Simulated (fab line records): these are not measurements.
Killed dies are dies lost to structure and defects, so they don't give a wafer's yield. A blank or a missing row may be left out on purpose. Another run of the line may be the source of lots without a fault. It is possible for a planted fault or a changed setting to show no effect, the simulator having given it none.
fab line records | flow sky130
record: lots: 6 | wafers: 18 | last_day: 50
route steps=708 shown METAL5@662 PAD_OPEN@708
lots untouched by any fault: they come from a run of this same line in which no faults occurred
start_h: start of the lot's first displayed wafer, in hours after the record's first day | wait_h: hours since the lot's step before | " unchanged from the row above | L1.1+2: one row covering several wafers at once | - either no value or no given start | * or withheld: withheld | < > ~ a bound
route shown NAME@n: a module of which the file shows steps, and the number in the route of the first | usual: mean and standard deviation over wafers with no fault | same: alike in all rows | chamber/n: place in a boat | sites: readings site by site | _std_site: the values' standard deviation | _edge_site: the outer-site mean with the inner-site mean subtracted | radius_mm: for every site, how far away it sits from the centre of the wafer | mask NAME#n: copy n | behind: the tool/chamber that last shaped the wafer | hold: what put the lot on hold/how long, in hours/how the hold closed | device: the n, p or np transistor that did not switch | end of line: the route-end tests of the same wafers | step lacking rows: just its recipe | killed: dies lost to structure and defects at the first sort, not the wafer's yield | map: dies across one wafer; x = killed, . = not, _ = none there
set.NAME: setting as actually run; set.NAME@STEP: the setting as run at that earlier step | model.NAME: the simulator's own value behind a step, which no gauge read
lots seen at some steps along the route; tables by step, rows by wafer
services: a tool's chamber out of use, with start hour (start_h, from the record's first day; less than 0 if before it), hours out, and reason
== steps ==
step: SKY_METAL5_SPUTTER_01
recipe: material: TiN | target_thk_nm: 20 | power_w: 6500 | time_s: 16.7 | chamber_pressure_pa: 0.4
usual: throttle_valve_pct: 30.0/0.93
same: time_s: 16.7
lot.wafer | tool           | chamber | start_h | wait_h | throttle_valve_pct
L363.2    | pvd_sputter-04 | -       | 1044.41 | 0.0    | 30.1
L363.3    | "              | -       | "       | "      | 29.4
L363.6    | "              | -       | "       | "      | 30.1
L364.1    | pvd_sputter-04 | -       | 1053.58 | 0.0    | 29.0
L364.2    | "              | -       | "       | "      | 29.9
L364.4    | "              | -       | "       | "      | 30.6
L375.2    | pvd_sputter-01 | -       | 1118.00 | 0.0    | 29.2
L375.4    | "              | -       | "       | "      | 30.7
L375.5    | "              | -       | "       | "      | 27.7
L376.3    | pvd_sputter-04 | -       | 1130.04 | 0.0    | 29.0
L376.5    | "              | -       | "       | "      | 29.9
L376.6    | "              | -       | "       | "      | 28.8
L378.1    | pvd_sputter-04 | -       | 1140.30 | 0.0    | 30.7
L378.2    | "              | -       | "       | "      | 29.3
L378.6    | "              | -       | "       | "      | 30.2
L379.2    | pvd_sputter-01 | -       | 1141.59 | 0.0    | 29.9
L379.3    | "              | -       | "       | "      | 29.0
L379.5    | "              | -       | "       | "      | 29.4
step: SKY_METAL5_SPUTTER_02
recipe: material: AlCu | target_thk_nm: 1150 | power_w: 10600 | time_s: 61.2 | chamber_pressure_pa: 0.4
usual: throttle_valve_pct: 30.0/0.94
same: time_s: 61.2
lot.wafer | tool           | chamber | start_h | wait_h | throttle_valve_pct
L363.2    | pvd_sputter-04 | -       | 1044.43 | 0.0    | 30.1
L363.3    | "              | -       | "       | "      | 29.3
L363.6    | "              | -       | "       | "      | 30.1
L364.1    | pvd_sputter-04 | -       | 1053.60 | 0.0    | 29.2
L364.2    | "              | -       | "       | "      | 30.0
L364.4    | "              | -       | "       | "      | 30.4
L375.2    | pvd_sputter-01 | -       | 1118.02 | 0.0    | 29.4
L375.4    | "              | -       | "       | "      | 30.8
L375.5    | "              | -       | "       | "      | 27.9
L376.3    | pvd_sputter-04 | -       | 1130.07 | 0.0    | 29.1
L376.5    | "              | -       | "       | "      | 30.0
L376.6    | "              | -       | "       | "      | 29.0
L378.1    | pvd_sputter-04 | -       | 1140.32 | 0.0    | 30.7
L378.2    | "              | -       | "       | "      | 29.0
L378.6    | "              | -       | "       | "      | 30.5
L379.2    | pvd_sputter-01 | -       | 1141.62 | 0.0    | 29.7
L379.3    | "              | -       | "       | "      | 29.2
L379.5    | "              | -       | "       | "      | 29.2
step: SKY_METAL5_SPUTTER_03
recipe: material: Ti | target_thk_nm: 5 | power_w: 3000 | time_s: 3.3 | chamber_pressure_pa: 0.4
usual: throttle_valve_pct: 30.0/0.94
same: time_s: 3.3
lot.wafer | tool           | chamber | start_h | wait_h | throttle_valve_pct
L363.2    | pvd_sputter-04 | -       | 1044.48 | 0.0    | 30.0
L363.3    | "              | -       | "       | "      | 29.3
L363.6    | "              | -       | "       | "      | 29.9
L364.1    | pvd_sputter-04 | -       | 1053.65 | 0.0    | 29.1
L364.2    | "              | -       | "       | "      | 30.0
L364.4    | "              | -       | "       | "      | 30.4
L375.2    | pvd_sputter-01 | -       | 1118.08 | 0.0    | 29.3
L375.4    | "              | -       | "       | "      | 30.7
L375.5    | "              | -       | "       | "      | 27.8
L376.3    | pvd_sputter-04 | -       | 1130.12 | 0.0    | 29.3
L376.5    | "              | -       | "       | "      | 29.9
L376.6    | "              | -       | "       | "      | 29.1
L378.1    | pvd_sputter-04 | -       | 1140.37 | 0.0    | 30.4
L378.2    | "              | -       | "       | "      | 29.2
L378.6    | "              | -       | "       | "      | 30.6
L379.2    | pvd_sputter-01 | -       | 1141.67 | 0.0    | 29.5
L379.3    | "              | -       | "       | "      | 29.2
L379.5    | "              | -       | "       | "      | 29.1
step: SKY_METAL5_SPUTTER_04
recipe: material: TiN | target_thk_nm: 70 | power_w: 6500 | time_s: 58.3 | chamber_pressure_pa: 0.4
usual: throttle_valve_pct: 30.0/0.92
same: time_s: 58.3
lot.wafer | tool           | chamber | start_h | wait_h | throttle_valve_pct
L363.2    | pvd_sputter-04 | -       | 1044.50 | 0.0    | 29.7
L363.3    | "              | -       | "       | "      | 29.3
L363.6    | "              | -       | "       | "      | 30.1
L364.1    | pvd_sputter-04 | -       | 1053.67 | 0.0    | 29.1
L364.2    | "              | -       | "       | "      | 30.0
L364.4    | "              | -       | "       | "      | 30.5
L375.2    | pvd_sputter-01 | -       | 1118.09 | 0.0    | 29.1
L375.4    | "              | -       | "       | "      | 31.1
L375.5    | "              | -       | "       | "      | 27.9
L376.3    | pvd_sputter-04 | -       | 1130.14 | 0.0    | 29.0
L376.5    | "              | -       | "       | "      | 30.2
L376.6    | "              | -       | "       | "      | 29.0
L378.1    | pvd_sputter-04 | -       | 1140.39 | 0.0    | 30.6
L378.2    | "              | -       | "       | "      | 29.2
L378.6    | "              | -       | "       | "      | 30.6
L379.2    | pvd_sputter-01 | -       | 1141.69 | 0.0    | 29.9
L379.3    | "              | -       | "       | "      | 29.3
L379.5    | "              | -       | "       | "      | 29.2
step: SKY_METAL5_RS_MEAS_05
recipe: thk_meas_gauge: four-point-probe | reads: TiN_of_METAL5_SPUTTER_04+Ti_of_METAL5_SPUTTER_03+AlCu_of_METAL5_SPUTTER_02+TiN_of_METAL5_SPUTTER_01+Ti_of_METAL5_SPUTTER_00
usual: METAL5_ALCU_RS: 0.02706/0.00019
lot.wafer | tool          | chamber | start_h | wait_h | METAL5_ALCU_RS[ohm/sq]
L363.2    | film_metro-01 | -       | 1044.57 | 0.0    | 0.02701
L363.3    | "             | -       | "       | "      | 0.02718
L363.6    | "             | -       | "       | "      | 0.02717
L364.1    | film_metro-01 | -       | 1053.72 | 0.0    | 0.02704
L364.2    | "             | -       | "       | "      | 0.02721
L364.4    | "             | -       | "       | "      | 0.02739
L375.2    | film_metro-04 | -       | 1118.16 | 0.0    | 0.02745
L375.4    | "             | -       | "       | "      | 0.02721
L375.5    | "             | -       | "       | "      | 0.02722
L376.3    | film_metro-02 | -       | 1130.23 | 0.1    | 0.02681
L376.5    | "             | -       | "       | "      | 0.02707
L376.6    | "             | -       | "       | "      | 0.02695
L378.1    | film_metro-01 | -       | 1140.44 | 0.0    | 0.02724
L378.2    | "             | -       | "       | "      | 0.02709
L378.6    | "             | -       | "       | "      | 0.0272
L379.2    | film_metro-02 | -       | 1141.76 | 0.0    | 0.0273
L379.3    | "             | -       | "       | "      | 0.02713
L379.5    | "             | -       | "       | "      | 0.02703
step: SKY_METAL5_THK_MEAS_06
recipe: thk_meas_gauge: xrf | reads: AlCu_of_METAL5_SPUTTER_02
usual: METAL5_ALCU_THK: 1160/9.3
lot.wafer | tool          | chamber | start_h | wait_h | METAL5_ALCU_THK[nm]
L363.2    | film_metro-01 | -       | 1044.68 | 0.1    | 1173
L363.3    | "             | -       | "       | "      | 1153
L363.6    | "             | -       | "       | "      | 1161
L364.1    | film_metro-01 | -       | 1053.84 | 0.1    | 1160
L364.2    | "             | -       | "       | "      | 1158
L364.4    | "             | -       | "       | "      | 1146
L375.2    | film_metro-04 | -       | 1118.27 | 0.1    | 1136
L375.4    | "             | -       | "       | "      | 1154
L375.5    | "             | -       | "       | "      | 1148
L376.3    | film_metro-02 | -       | 1130.33 | 0.1    | 1166
L376.5    | "             | -       | "       | "      | 1154
L376.6    | "             | -       | "       | "      | 1157
L378.1    | film_metro-01 | -       | 1140.56 | 0.1    | 1160
L378.2    | "             | -       | "       | "      | 1171
L378.6    | "             | -       | "       | "      | 1157
L379.2    | film_metro-02 | -       | 1141.87 | 0.1    | 1142
L379.3    | "             | -       | "       | "      | 1144
L379.5    | "             | -       | "       | "      | 1158
step: SKY_METAL5_DEHYDRATE_07
recipe: temp_c: 200 | time_s: 60
step: SKY_METAL5_HMDS_08
recipe: prime_time_s: 60 | prime_temp_c: 120
step: SKY_METAL5_COAT_09
recipe: resist: NOVOLAK | spin_rpm: 3000 | resist_thk_nm: 1800
step: SKY_METAL5_SOFTBAKE_10
recipe: temp_c: 90 | time_s: 60 | resist: NOVOLAK
step: SKY_METAL5_EXPOSE_11
recipe: mask_id: MM5 | na: 0.6 | source_shape: conventional | sigma_outer: 0.6 | polarization: unpolarized | target_cd_nm: 1600 | dose_mj: 190
step: SKY_METAL5_PEB_12
recipe: temp_c: withheld | time_s: * | resist: NOVOLAK
step: SKY_METAL5_DEVELOP_13
recipe: resist: NOVOLAK | developer: TMAH | develop_time_s: 60 | dev_temp_c: 23
usual: developer_temp_C: 23.00/0.11
lot.wafer | tool           | chamber | start_h | wait_h | developer_temp_C
L363.2    | litho_track-01 | 0       | 1066.62 | 0.1    | 23.09
L363.3    | "              | 0       | "       | "      | 23.24
L363.6    | "              | 0       | "       | "      | 23.21
L364.1    | litho_track-04 | 0       | 1074.74 | 0.1    | 23.07
L364.2    | "              | 0       | "       | "      | 23.29
L364.4    | "              | 0       | "       | "      | 23.22
L375.2    | litho_track-04 | 0       | 1136.66 | 0.1    | 25.23
L375.4    | "              | 0       | "       | "      | 25.36
L375.5    | "              | 0       | "       | "      | 25.51
L376.3    | litho_track-04 | 0       | 1147.99 | 0.1    | 25.34
L376.5    | "              | 0       | "       | "      | 25.39
L376.6    | "              | 0       | "       | "      | 25.11
L378.1    | litho_track-01 | 0       | 1158.40 | 0.1    | 22.97
L378.2    | "              | 0       | "       | "      | 22.91
L378.6    | "              | 0       | "       | "      | 22.89
L379.2    | litho_track-03 | 0       | 1159.40 | 0.1    | 22.71
L379.3    | "              | 0       | "       | "      | 22.88
L379.5    | "              | 0       | "       | "      | 22.99
step: SKY_METAL5_DESCUM_14
recipe: chemistry: O2 | source_power_w: 150 | bias_power_w: 0 | pressure_mtorr: 10 | temp_c: 40 | time_s: 11
usual: drypump_motor_current_A: 5.7/0.33 | oes_product_au: 1.001/0.0078 | rf_fwd_power_W: 147.1/0.89
same: bias_power_w: 0 | time_s: 11
lot.wafer | tool         | chamber | start_h | wait_h | drypump_motor_current_A | oes_product_au | rf_fwd_power_W | rf_hours_counter_h
L363.2    | rie_metal-01 | 0       | 1066.75 | 0.1    | 5.6                     | 1.010          | 146.9          | 12
L363.3    | "            | 1       | "       | "      | 5.8                     | 1.003          | 148.2          | -
L363.6    | "            | 0       | "       | "      | 5.6                     | 1.004          | 146.4          | -
L364.1    | rie_metal-04 | 1       | 1074.89 | 0.1    | 5.8                     | 1.011          | 148.1          | 8
L364.2    | "            | 0       | "       | "      | 6.0                     | 1.014          | 146.1          | 18
L364.4    | "            | 1       | "       | "      | 5.8                     | 1.016          | 148.2          | -
L375.2    | rie_metal-04 | 0       | 1136.79 | 0.1    | 5.9                     | 1.012          | 145.7          | 23
L375.4    | "            | 0       | "       | "      | 5.9                     | 1.002          | 145.9          | -
L375.5    | "            | 0       | "       | "      | 5.9                     | 1.007          | 146.2          | -
L376.3    | rie_metal-01 | 1       | 1148.10 | 0.1    | 5.9                     | 1.001          | 147.2          | -
L376.5    | "            | 1       | "       | "      | 5.8                     | 0.999          | 148.2          | -
L376.6    | "            | 0       | "       | "      | 5.6                     | 0.994          | 146.5          | -
L378.1    | rie_metal-02 | 1       | 1158.55 | 0.1    | 5.7                     | 1.013          | 146.3          | 11
L378.2    | "            | 0       | "       | "      | 4.8                     | 0.993          | 146.3          | 27
L378.6    | "            | 1       | "       | "      | 5.7                     | 1.007          | 146.7          | -
L379.2    | rie_metal-01 | 0       | 1159.53 | 0.1    | 5.7                     | 1.004          | 146.7          | 20
L379.3    | "            | 1       | "       | "      | 5.9                     | 1.006          | 148.4          | -
L379.5    | "            | 1       | "       | "      | 5.9                     | 0.990          | 148.6          | -
step: SKY_PAD_OPEN_PROBE_99
usual: defect_limited_yield: 82.4/1.8 | killed_at_M0_to_M3: 44/7.2 | killed_at_M4_up: 3.5/1.8 | killed_at_contacts: 25/5.1 | killed_at_front_end: 14/4.4 | killed_at_other: 0.4/0.58 | killed_dies: 87/9.1 | killed_open: 48/6.9 | killed_short: 38/6.3 | sort_bin_3_pad_short: 0.9/0.43 | sort_bin_5_function: 10.5/1.5 | sort_bin_6_memory: 6.3/1.1 | sort_n_pass: 405/9.1 | sort_yield_pct: 82.4/1.8
same: gross_dies: 492 | killed_at_back_side: 0 | sort_bin_4_leakage[%]: 0 | sort_bin_8_speed[%]: 0
lot.wafer | tool      | chamber | start_h | wait_h | defect_limited_yield[%] | killed_at_M0_to_M3 | killed_at_M4_up | killed_at_contacts | killed_at_front_end | killed_at_other | killed_dies | killed_open | killed_short | sort_bin_3_pad_short[%] | sort_bin_5_function[%] | sort_bin_6_memory[%] | sort_n_pass | sort_yield_pct[%]
L363.2    | prober-02 | -       | 1111.49 | 0.1    | 79.3                    | 50                 | 3               | 28                 | 21                  | 0               | 102         | 56          | 46           | 1.0                     | 14.0                   | 5.7                  | 390         | 79.3
L363.3    | prober-02 | -       | 1111.54 | 0.2    | 81.5                    | 54                 | 2               | 25                 | 10                  | 0               | 91          | 49          | 42           | 0.4                     | 12.2                   | 5.9                  | 401         | 81.5
L363.6    | prober-02 | -       | 1111.69 | 0.2    | 82.1                    | 51                 | 3               | 22                 | 11                  | 1               | 88          | 47          | 40           | 0.8                     | 9.6                    | 7.5                  | 404         | 82.1
L364.1    | prober-01 | -       | 1118.31 | 0.1    | 82.3                    | 55                 | 3               | 15                 | 14                  | 0               | 87          | 55          | 32           | 1.0                     | 10.6                   | 6.1                  | 405         | 82.3
L364.2    | prober-01 | -       | 1118.36 | 0.1    | 84.3                    | 47                 | 4               | 17                 | 9                   | 0               | 77          | 39          | 38           | 0.6                     | 11.0                   | 4.1                  | 415         | 84.3
L364.4    | prober-01 | -       | 1118.46 | 0.2    | 82.7                    | 44                 | 3               | 27                 | 11                  | 0               | 85          | 58          | 27           | 0                       | 10.0                   | 7.3                  | 407         | 82.7
L375.2    | prober-01 | -       | 1175.74 | 0.1    | 84.6                    | 43                 | 2               | 14                 | 16                  | 1               | 76          | 42          | 34           | 0                       | 8.9                    | 6.5                  | 416         | 84.6
L375.4    | prober-01 | -       | 1175.84 | 0.2    | 86.6                    | 32                 | 3               | 22                 | 9                   | 0               | 66          | 36          | 30           | 0.4                     | 6.9                    | 6.1                  | 426         | 86.6
L375.5    | prober-01 | -       | 1175.89 | 0.2    | 81.3                    | 47                 | 3               | 23                 | 19                  | 0               | 92          | 62          | 29           | 1.0                     | 11.8                   | 5.9                  | 400         | 81.3
L376.3    | prober-02 | -       | 1185.96 | 0.2    | 83.7                    | 47                 | 0               | 21                 | 12                  | 0               | 80          | 50          | 30           | 1.4                     | 8.9                    | 5.9                  | 412         | 83.7
L376.5    | prober-02 | -       | 1186.06 | 0.2    | 81.3                    | 41                 | 2               | 29                 | 20                  | 0               | 92          | 49          | 43           | 1.2                     | 10.8                   | 6.7                  | 400         | 81.3
L376.6    | prober-02 | -       | 1186.11 | 0.2    | 84.1                    | 39                 | 2               | 19                 | 17                  | 1               | 78          | 39          | 38           | 1.0                     | 9.1                    | 5.7                  | 414         | 84.1
L378.1    | prober-02 | -       | 1194.65 | 0.1    | 83.5                    | 45                 | 3               | 22                 | 11                  | 0               | 81          | 45          | 36           | 0.8                     | 9.3                    | 6.3                  | 411         | 83.5
L378.2    | prober-02 | -       | 1194.70 | 0.1    | 82.9                    | 46                 | 4               | 24                 | 10                  | 0               | 84          | 53          | 31           | 0.8                     | 9.6                    | 6.7                  | 408         | 82.9
L378.6    | prober-02 | -       | 1194.90 | 0.2    | 84.6                    | 24                 | 5               | 27                 | 18                  | 2               | 76          | 45          | 31           | 1.0                     | 8.3                    | 6.1                  | 416         | 84.6
L379.2    | prober-01 | -       | 1195.91 | 0.1    | 79.7                    | 56                 | 7               | 26                 | 11                  | 0               | 100         | 51          | 49           | 1.6                     | 12.2                   | 6.5                  | 392         | 79.7
L379.3    | prober-01 | -       | 1195.96 | 0.2    | 78.7                    | 61                 | 2               | 30                 | 12                  | 0               | 105         | 59          | 46           | 0.6                     | 10.8                   | 10.0                 | 387         | 78.7
L379.5    | prober-01 | -       | 1196.06 | 0.2    | 81.1                    | 47                 | 3               | 25                 | 18                  | 0               | 93          | 63          | 30           | 0.4                     | 10.8                   | 7.7                  | 399         | 81.1
killed by level:class
L363.2 CONTACT:geometric_particle:open=11 VIA1:geometric_particle:open=10 FIELD_ISO:geometric_particle:open=9 VIA3:geometric_particle:open=7 POLY_GATE:geometric_particle:open=7 METAL2:geometric_particle:short=7 METAL1:geometric_particle:short=7 CONTACT:geometric_particle:short=6
L363.3 CONTACT:geometric_particle:open=9 METAL1:geometric_particle:short=9 LI_CONTACT:geometric_particle:open=8 VIA3:geometric_particle:open=8 VIA1:geometric_particle:open=8 VIA2:geometric_particle:open=6 FIELD_ISO:geometric_particle:short=5 CONTACT:geometric_particle:short=5
L363.6 VIA1:geometric_particle:open=14 CONTACT:geometric_particle:open=11 VIA1:geometric_particle:short=9 VIA2:geometric_particle:short=6 METAL1:geometric_particle:short=5 VIA3:geometric_particle:open=4 VIA2:geometric_particle:open=4 LI_CONTACT:geometric_particle:short=3
L364.1 VIA1:geometric_particle:open=13 VIA2:geometric_particle:open=9 VIA3:geometric_particle:open=7 CONTACT:geometric_particle:open=6 METAL1:geometric_particle:open=6 METAL2:geometric_particle:short=6 SPACER:geometric_particle:open=5 METAL1:geometric_particle:short=5
L364.2 VIA1:geometric_particle:open=15 METAL2:geometric_particle:short=8 METAL1:geometric_particle:short=6 LI_CONTACT:geometric_particle:open=5 VIA3:geometric_particle:open=5 CONTACT:geometric_particle:open=4 METAL4:geometric_particle:short=4 CONTACT:geometric_particle:short=3
L364.4 VIA1:geometric_particle:open=16 LI_CONTACT:geometric_particle:open=13 CONTACT:geometric_particle:open=8 VIA2:geometric_particle:open=8 METAL2:geometric_particle:short=7 FIELD_ISO:geometric_particle:open=5 LOCAL_INTERCONNECT:geometric_particle:short=5 VIA3:geometric_particle:open=4
L375.2 VIA3:geometric_particle:open=13 POLY_GATE:geometric_particle:short=7 VIA1:geometric_particle:short=7 VIA1:geometric_particle:open=7 VIA2:geometric_particle:open=6 LI_CONTACT:geometric_particle:open=5 CONTACT:geometric_particle:open=5 FIELD_ISO:geometric_particle:short=4
L375.4 CONTACT:geometric_particle:open=10 VIA2:geometric_particle:open=7 VIA1:geometric_particle:open=7 LI_CONTACT:geometric_particle:open=5 VIA1:geometric_particle:short=5 FIELD_ISO:geometric_particle:open=4 METAL1:geometric_particle:short=4 METAL2:geometric_particle:short=4
L375.5 VIA2:geometric_particle:open=11 VIA1:geometric_particle:open=10 VIA3:geometric_particle:open=9 LI_CONTACT:geometric_particle:open=8 CONTACT:geometric_particle:open=8 FIELD_ISO:geometric_particle:open=5 POLY_GATE:geometric_particle:open=5 FIELD_ISO:geometric_particle:short=4
L376.3 CONTACT:geometric_particle:open=9 VIA1:geometric_particle:open=9 VIA2:geometric_particle:open=7 VIA3:geometric_particle:open=6 METAL2:geometric_particle:short=6 CONTACT:geometric_particle:short=5 POLY_GATE:geometric_particle:open=4 METAL1:geometric_particle:short=4
L376.5 VIA2:geometric_particle:open=11 CONTACT:geometric_particle:open=7 LI_CONTACT:geometric_particle:open=7 CONTACT:geometric_particle:short=7 VIA1:geometric_particle:short=7 FIELD_ISO:geometric_particle:open=6 FIELD_ISO:geometric_particle:short=5 LOCAL_INTERCONNECT:geometric_particle:short=5
L376.6 VIA1:geometric_particle:open=13 FIELD_ISO:geometric_particle:short=7 VIA2:geometric_particle:open=7 POLY_GATE:geometric_particle:short=6 CONTACT:geometric_particle:open=6 METAL2:geometric_particle:short=5 LI_CONTACT:geometric_particle:open=5 METAL1:geometric_particle:short=4
L378.1 VIA1:geometric_particle:open=11 VIA2:geometric_particle:open=8 CONTACT:geometric_particle:open=8 METAL1:geometric_particle:short=8 LI_CONTACT:geometric_particle:open=7 VIA3:geometric_particle:open=5 METAL2:geometric_particle:short=4 VIA2:geometric_particle:short=4
L378.2 VIA1:geometric_particle:open=14 LI_CONTACT:geometric_particle:open=13 VIA1:geometric_particle:short=8 CONTACT:geometric_particle:open=7 METAL2:geometric_particle:short=6 VIA2:geometric_particle:open=5 VIA3:geometric_particle:open=5 FIELD_ISO:geometric_particle:short=4
L378.6 CONTACT:geometric_particle:open=10 FIELD_ISO:geometric_particle:short=9 LI_CONTACT:geometric_particle:open=8 VIA1:geometric_particle:open=5 VIA2:geometric_particle:open=5 CONTACT:geometric_particle:short=4 POLY_GATE:geometric_particle:open=3 METAL2:geometric_particle:short=3
L379.2 VIA1:geometric_particle:open=15 CONTACT:geometric_particle:open=9 LI_CONTACT:geometric_particle:open=8 VIA1:geometric_particle:short=8 VIA3:geometric_particle:open=8 LOCAL_INTERCONNECT:geometric_particle:short=7 METAL4:geometric_particle:short=6 VIA2:geometric_particle:short=5
L379.3 VIA1:geometric_particle:open=17 CONTACT:geometric_particle:open=12 VIA2:geometric_particle:open=10 METAL2:geometric_particle:short=7 LI_CONTACT:geometric_particle:open=6 VIA2:geometric_particle:short=6 LI_CONTACT:geometric_particle:short=5 CONTACT:geometric_particle:short=5
L379.5 CONTACT:geometric_particle:open=13 VIA1:geometric_particle:open=13 VIA3:geometric_particle:open=8 LI_CONTACT:geometric_particle:open=7 FIELD_ISO:geometric_particle:open=6 POLY_GATE:geometric_particle:open=5 POLY_GATE:geometric_particle:short=4 VIA1:geometric_particle:short=4
== services ==
tool           | chamber | start_h | hours | kind
pvd_sputter-01 | -       | 1056.92 | 4.1   | repair
rie_metal-02   | 0       | 1091.66 | 8.4   | repair
pvd_sputter-04 | -       | 1103.35 | 14.7  | repair
pvd_sputter-01 | -       | 1109.91 | 2.4   | repair
rie_metal-04   | -       | 1144.80 | 14.6  | pm
rie_metal-04   | -       | 1159.40 | 10.0  | pm
== key ==
first_sign: step: SKY_METAL5_DEVELOP_13 | reading: developer_temp_C | direction: up | sigmas: 21 | usual: * | struck: *
effect none on later readings
met_at SKY_METAL5_DEVELOP_13
struck_wafers L375.2,L375.4,L375.5,L376.3,L376.5,L376.6
onset_between 1074.74 1136.66
fault: kind: process_parameter_drift | tool: litho_track-04 | chamber: - | onset_h: 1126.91 | steps: SKY_METAL5_DEVELOP_13 | channel: dev_temp_c | offset: * | shape: step | end_h: 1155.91 | acts_in: * | stated: *
